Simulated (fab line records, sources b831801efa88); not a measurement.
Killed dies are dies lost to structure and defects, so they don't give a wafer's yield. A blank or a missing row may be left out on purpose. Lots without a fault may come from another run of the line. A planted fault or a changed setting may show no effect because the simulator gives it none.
One fault seen from 2 desks | flow sky130 | each desk has only its own numbers; what lay behind them comes last

THE TOOL OWNER'S DESK: pvd_sputter-03
The tool's own readings at SKY_METAL2_SPUTTER_04 (material TiN, target thk 70 nm, time 58.3 s): means of the sampled wafers that have a number, for each lot that ran on this tool. A lot is out of limits, marked OUT, if its mean lies more than 4 standard deviations from the usual mean; the brackets give that distance.
Columns: A = throttle_valve_pct at SKY_METAL2_SPUTTER_04, usual 30.5 %
lot  | first seen here | A
L182 | day 35 20:23    | 31.2
L186 | day 36 17:26    | 31.1
L199 | day 40 10:53    | 30.8
L200 | day 40 16:29    | 31.4
This desk's finding: nothing out of limits on any of the 4 lots.

THE METROLOGY DESK
What the gauges read, lot by lot, whatever tool the lot ran on: means of the sampled wafers that have a number. A lot is out of limits, marked OUT, if its mean lies more than 4 standard deviations from the usual mean; the brackets give that distance. Of its 8 readings 7 are shown: those that lie furthest out on some lot.
Columns: A = VIA1_W_RS at SKY_VIA1_RS_MEAS_22, usual 0.424 ohm/sq; B = VIA1_W_THK at SKY_VIA1_THK_MEAS_23, usual 272 nm; C = METAL2_ALCU_RS at SKY_METAL2_RS_MEAS_05, usual 0.1269 ohm/sq; D = METAL2_ALCU_THK at SKY_METAL2_THK_MEAS_06, usual 252.4 nm; E = cd_nm at SKY_METAL2_CD_MEAS_15, usual 140.0 nm; F = METAL2_OVL at SKY_METAL2_OVL_MEAS_16, usual 0 nm; G = VIA2_HDPCVD_THK at SKY_VIA2_THK_MEAS_01, usual 1171 nm
lot  | first seen here | A     | B   | C      | D     | E     | F  | G
L182 | day 35 19:50    | 0.422 | 273 | 0.1273 | 253.1 | 140.0 | -4 | 1186
L184 | day 36 06:07    | 0.430 | 267 | 0.1275 | 252.3 | 139.8 | 0  | 1178
L186 | day 36 16:53    | 0.424 | 273 | 0.1254 | 254.9 | 140.1 | 3  | 1177
L199 | day 40 10:19    | 0.428 | 271 | 0.1267 | 248.9 | 142.1 | -5 | 1180
L200 | day 40 15:55    | 0.428 | 270 | 0.1262 | 249.6 | 138.9 | -6 | 1167
L201 | day 40 20:58    | 0.417 | 280 | 0.1276 | 250.0 | 140.6 | 5  | 1167
This desk's finding: nothing out of limits on any of the 6 lots.

PUT TOGETHER
The tool owner's desk saw nothing out of limits.
The metrology desk saw nothing out of limits.

WHAT THE SIMULATOR HAD PUT IN
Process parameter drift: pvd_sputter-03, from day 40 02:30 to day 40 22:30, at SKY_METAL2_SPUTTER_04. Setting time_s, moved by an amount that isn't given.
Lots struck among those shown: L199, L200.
